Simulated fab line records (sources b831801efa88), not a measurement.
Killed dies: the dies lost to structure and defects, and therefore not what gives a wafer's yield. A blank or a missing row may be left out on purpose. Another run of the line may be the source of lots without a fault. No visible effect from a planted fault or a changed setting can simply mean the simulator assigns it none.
What tool caused it? | flow gf180mcu | 33 wafers from 11 lots sampled at 3 of the route's 602 steps

WHAT THE GAUGES READ, wafer by wafer
GF_M1_OVL_MEAS_15. Usual: for M1_OVL the level is 1 nm and the standard deviation is 5.1.
lot  | measured     | on         | M1_OVL (nm) | flag
L765 | day 16 18:14 | overlay-02 | 2 5 2       |
L768 | day 18 00:23 | overlay-01 | -2 7 0      |
L769 | day 18 10:49 | overlay-02 | 7 6 7       |
L771 | day 19 13:16 | overlay-02 | -2 -3 3     |
L772 | day 19 21:17 | overlay-01 | 1 -5 0      |
L773 | day 20 03:23 | overlay-01 | -4 6 8      |
L782 | day 23 09:05 | overlay-02 | 5 8 7       |
L783 | day 23 23:01 | overlay-01 | 0 -2 -5     |
L784 | day 24 04:41 | overlay-01 | -4 -4 1     |
L786 | day 24 17:37 | overlay-01 | -6 1 -2     |
L787 | day 25 00:38 | overlay-01 | 5 7 3       |

GF_V1_THK_MEAS_03. Usual: for V1_CVD_02_THK the level is 848 nm and the standard deviation is 10.
lot  | measured     | on            | V1_CVD_02_THK (nm) | flag
L765 | day 16 19:11 | film metro-01 | 848 855 855        |
L768 | day 18 01:16 | film metro-03 | 836 846 844        |
L769 | day 18 11:43 | film metro-02 | 819 833 840        |
L771 | day 19 14:11 | film metro-02 | 862 849 858        |
L772 | day 19 22:11 | film metro-03 | 840 849 860        |
L773 | day 20 04:17 | film metro-03 | 846 862 854        |
L782 | day 23 09:59 | film metro-03 | 908 915 924        | OFF
L783 | day 23 23:56 | film metro-03 | 928 918 931        | OFF
L784 | day 24 05:34 | film metro-02 | 847 853 845        |
L786 | day 24 18:31 | film metro-03 | 850 841 855        |
L787 | day 25 01:31 | film metro-01 | 831 860 851        |

WHAT TOOL EACH LOT RAN ON (gives the tool, then ch and the chambers of the sampled wafers, and finally the start)
lot  | GF_V1_CVD_02
L765 | pecvd-03 ch 0,2, day 16 19:07
L768 | pecvd-02 ch 0,1, day 18 01:11
L769 | pecvd-02 ch 0,1, day 18 11:39
L771 | pecvd-03 ch 0,1,2, day 19 14:07
L772 | pecvd-04 ch 0,2, day 19 22:07
L773 | pecvd-03 ch 1,2, day 20 04:13
L782 | pecvd-02 ch 0,1, day 23 09:53
L783 | pecvd-02 ch 0,1, day 23 23:52
L784 | pecvd-03 ch 0,1,2, day 24 05:30
L786 | pecvd-03 ch 0,2, day 24 18:26
L787 | pecvd-04 ch 0,1,2, day 25 01:27
- GF_V1_CVD_02: deposits SiO2 from TEOS, target thk 850 nm, time 94.851 s.

WHAT THE TOOLS THEMSELVES READ (means of the sampled wafers that have a number; where no wafer has one, the mark that the record gives instead)
GF_V1_CVD_02. Usual: heater power w 658 W, standard deviation 84; run length s 122.6 s, standard deviation 0.4.
lot  | tool     | heater power w (W) | run length s (s) | flag
L765 | pecvd-03 | 700                | 122.8            |
L768 | pecvd-02 | 611                | 122.7            |
L769 | pecvd-02 | 615                | 122.7            |
L771 | pecvd-03 | 653                | 122.7            |
L772 | pecvd-04 | 624                | 122.6            |
L773 | pecvd-03 | 630                | 122.6            |
L782 | pecvd-02 | 595                | 131.7            | OFF
L783 | pecvd-02 | 677                | 131.7            | OFF
L784 | pecvd-03 | 700                | 122.4            |
L786 | pecvd-03 | 698                | 122.6            |
L787 | pecvd-04 | 682                | 122.3            |

THE ANSWER, worked out from the rows above alone
Rule: a lot is off if the mean of its wafers that have a number lies more than 3 standard deviations from the usual mean. Also off: a lot with no number at a reading for which 4 or more lots have one. Where the step has rows for the other lots, those lots are counted as sound. First the gauges in route order, then the tools' own readings, where a lot's mean is used as printed above. At the first step where some lot is off, the reading lying furthest off is the one used; lots without a number count as furthest.
Off: L782, L783, at GF_V1_THK_MEAS_03 (V1_CVD_02_THK).
If a tool, at a process step before that reading, ran all the lots that are off and no sound lot after the first of them, it fits. The gauges at GF_V1_THK_MEAS_03 aren't tried: what is off there is off at GF_V1_CVD_02 too, on other tools, and a gauge's error can't cause that. One fits: pecvd-02 at GF_V1_CVD_02. A fault onset in the window from L769 (day 18 11:39, its last sound lot) to L782 (day 23 09:53, its first lot off) fits.
The tool's own readings at GF_V1_CVD_02 bear it out: on the lots that are off they differ by more than 5 times the standard deviation of the sound lots' means. run length s reads 131.7 s there against 122.6 s on the sound lots.

WHAT THE SIMULATOR HAD INSERTED
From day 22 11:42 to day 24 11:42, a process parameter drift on pecvd-02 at GF_V1_CVD_02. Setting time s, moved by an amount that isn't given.
Struck lots among those shown: L782, L783. This agrees with what the rule above found.
